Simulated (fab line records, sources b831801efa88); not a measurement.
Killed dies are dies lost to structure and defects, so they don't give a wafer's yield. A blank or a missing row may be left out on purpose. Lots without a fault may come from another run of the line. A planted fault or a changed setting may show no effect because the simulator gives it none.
Problem report in the 8D (eight disciplines) form, filled by code | flow sky130 | the parts of the form that need people (team, actions taken, sign-off) are left out

1. THE PROBLEM
run_length_s at SKY_GATE_OXIDE_CLEAN_00 reads a mean of 96 s on 6 wafers of 2 lots; wafers without a fault read 179 s with a standard deviation of 3.8. That is -22 standard deviations from the usual mean.
The step: cleans in SC1/SC2, time 150 s.
First seen on wafer L891.1, day 15 15:19, on wet_bench-04. The record holds 39 wafers of 13 lots with a number at this step. Rule for "out", or "out of limits": more than 4 standard deviations from the usual mean. The other wafers with a number count as sound.

2. WHAT IT IS AND WHAT IT IS NOT
question                    | is                     | is not
which readings at this step | run_length_s           | -
which lots                  | L891, L894             | L882, L884, L886, L887, L889, L897, L899, L900, L901, L903, L904
which wafers of those lots  | all that have a number | -
read on which tools         | wet_bench-04           | wet_bench-01, wet_bench-02
when                        | from day 15 15:19      | up to then (15 sound wafers); but 18 sound wafers of L897, L899, L900, L901, L903, L904 came after

3. SUSPECTS, AND WHAT RULES EACH OUT
Counting: a tool at a process step up to the reading stays a suspect if it ran every lot that is out and no sound lot after the first of them.
- rie_diel-03 at SKY_SONOS_ONO_ETCH_15 (etches the open film in CHF3/O2, target depth 19.52 nm, time 7.8 s): ruled out as a lasting fault. Sound lots L899, L904 ran on it after its first lot that is out, L891 (day 15 15:04).
- wet_bench-04 at SKY_GATE_OXIDE_CLEAN_00 (cleans in SC1/SC2, time 150 s): kept. It ran every lot that is out, first L891 (day 15 15:19), and no sound lot after that; its last sound lot up to then is L889 (day 15 07:14). Its own readings are out on those wafers: run_length_s.
Left after counting: wet_bench-04 at SKY_GATE_OXIDE_CLEAN_00.

4. THE CAUSE (what the simulator had put in)
Process parameter drift: wet_bench-04, from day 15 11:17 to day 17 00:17, at SKY_GATE_OXIDE_CLEAN_00. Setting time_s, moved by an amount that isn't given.
Counting left only this tool.

5. THE CHAIN OF EFFECTS, in route order
Each row: a reading whose mean over the struck wafers that have a number lies more than 3 standard deviations from the usual. Only readings for which the record gives a usual standard deviation are gone through. hours: the time from each lot's start at the first step in this table that gives one to its start at this step, as a median over the lots. sigmas: the change in usual standard deviations.
hours | step                    | reading      | usual | on struck wafers | change | sigmas
0     | SKY_GATE_OXIDE_CLEAN_00 | run_length_s | 179 s | 96               | -83    | -22
The process steps in it:
- SKY_GATE_OXIDE_CLEAN_00: cleans in SC1/SC2, time 150 s.

6. WHAT WOULD HAVE CAUGHT IT SOONER
In this record the first reading out of limits was taken at day 15 15:19, 4 hours after the fault began at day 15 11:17.
